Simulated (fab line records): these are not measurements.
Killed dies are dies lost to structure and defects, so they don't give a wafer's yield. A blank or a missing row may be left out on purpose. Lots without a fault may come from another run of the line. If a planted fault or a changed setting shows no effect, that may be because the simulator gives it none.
A lot that was struck, set against a sound lot ; flow gf180mcu ; 16 out of 602 route steps
Sound: wafers L576.2, L576.3, L576.5. Struck: wafer L584.6 (left out: L584.3, L584.4 of the same lot, which were not struck); the cause appears at the end.
For every step that has rows: the tool of each side, followed by ch and its chambers, followed by its first start. Under that, the readings that differ: sound wafers ; struck wafers ; difference of the means ; sigmas: that difference in standard deviations of wafers without a fault.
alike: words and numbers the same on both sides, and readings whose means are apart by under 2 such deviations; not compared: readings that were withheld, readings missing a value for some wafer, numbers with overlapping values and no deviation given by the record, and bounds like >300 which may hide the same value.
Wherever a step has rows on one side only, a row that says differs or no value, or a row with sigmas, the two part there. Numbers that have no deviation but don't overlap get no sigmas and don't part them. A reading that every wafer of one side lacks parts them only if that side has two wafers or more.

first, 6 steps without rows for these wafers: GF_M1_HMDS_08 (prime time 60 s); GF_M1_COAT_09 (resist thk 1000 nm); GF_M1_SOFTBAKE_10 (time 60 s); GF_M1_EXPOSE_11 (exposes mask Metal1, target cd 230 nm); GF_M1_PEB_12 (peb time 90 s); GF_M1_DEVELOP_13 (develop time 60 s).
GF_M1_CD_MEAS_14: target cd 230 nm.
  sound on cd_sem-01 at day 17 20:31; struck on cd_sem-01 at day 21 09:15
  alike: cd_nm
GF_M1_OVL_MEAS_15:
  sound on overlay-01 at day 17 20:37; struck on overlay-02 at day 21 09:21
  alike: M1_OVL
GF_M1_METAL_ETCH_16: etches the open film in Cl2/BCl3, stops on SiO2, target depth 750.8 nm, time 125.1 s.
  sound on rie_metal-01 ch 0,1, day 17 20:39; struck on rie_metal-04 ch 1, day 21 09:25
  alike: drypump_motor_current_A, he_backside_leak_sccm, oes_product_au, rf_fwd_power_W, throttle_valve_pct
  not compared: rf_hours_counter_h
GF_M1_STRIP_17: strips in O2/N2.
  sound on plasma_asher-03 ch 0, day 17 20:47; struck on plasma_asher-03 ch 1, day 21 09:32
reading;sound;struck;difference;sigmas
drypump_motor_current_A (A);5.3 5.3 5.3;6.1;+0.8;+2
  alike: heater_power_w, oes_product_au, platen_temp_c, strip_time_to_endpoint_s
  not compared: rf_hours_counter_h
then, 2 steps without rows for these wafers: GF_M1_STRIP_18 (strips in post etch residue remover, time 1200 s); GF_M1_CLEAN_19 (cleans in DIW).
GF_V1_CVD_00: deposits SiO2, target thk 600 nm, time 100 s.
  sound on hdpcvd-02 ch 1,2, day 17 21:44; struck on hdpcvd-02 ch 2, day 21 10:04
reading;sound;struck;difference;sigmas
sih4_flow_sccm (sccm);59.82 60.06 60.23;71.91;+11.87;+70
model.SiO2_of_V1_CVD_00.thk_nm (nm);594.9 597.8 594.5;720.5;+124.8;
GF_V1_THK_MEAS_01:
  sound on film_metro-02 at day 17 21:49; struck on film_metro-02 at day 21 10:10
reading;sound;struck;difference;sigmas
V1_CVD_00_THK (nm);595 598 594;721;+125;+18
GF_V1_CVD_02: deposits SiO2 from TEOS, target thk 850 nm, time 94.851 s.
  sound on pecvd-03 ch 1,2, day 17 21:52; struck on pecvd-01 ch 0, day 21 10:12
  alike: heater_power_outer_w, heater_power_w, rf_fwd_power_W
-- the record jumps here: 11 days lie between the struck wafers' starts before and after (it left off in module V1 and takes up again in module PASSIVATION, whose first step shown is number 602 of the route) --
GF_PASSIVATION_PROBE_99:
  rows exist in the record for the struck wafers here (prober-02, day 32 06:36), but not for the sound ones

WHERE THEY PART
Earliest at GF_M1_STRIP_17; latest, in this record, at GF_PASSIVATION_PROBE_99.

WHY: whatever the simulator had introduced
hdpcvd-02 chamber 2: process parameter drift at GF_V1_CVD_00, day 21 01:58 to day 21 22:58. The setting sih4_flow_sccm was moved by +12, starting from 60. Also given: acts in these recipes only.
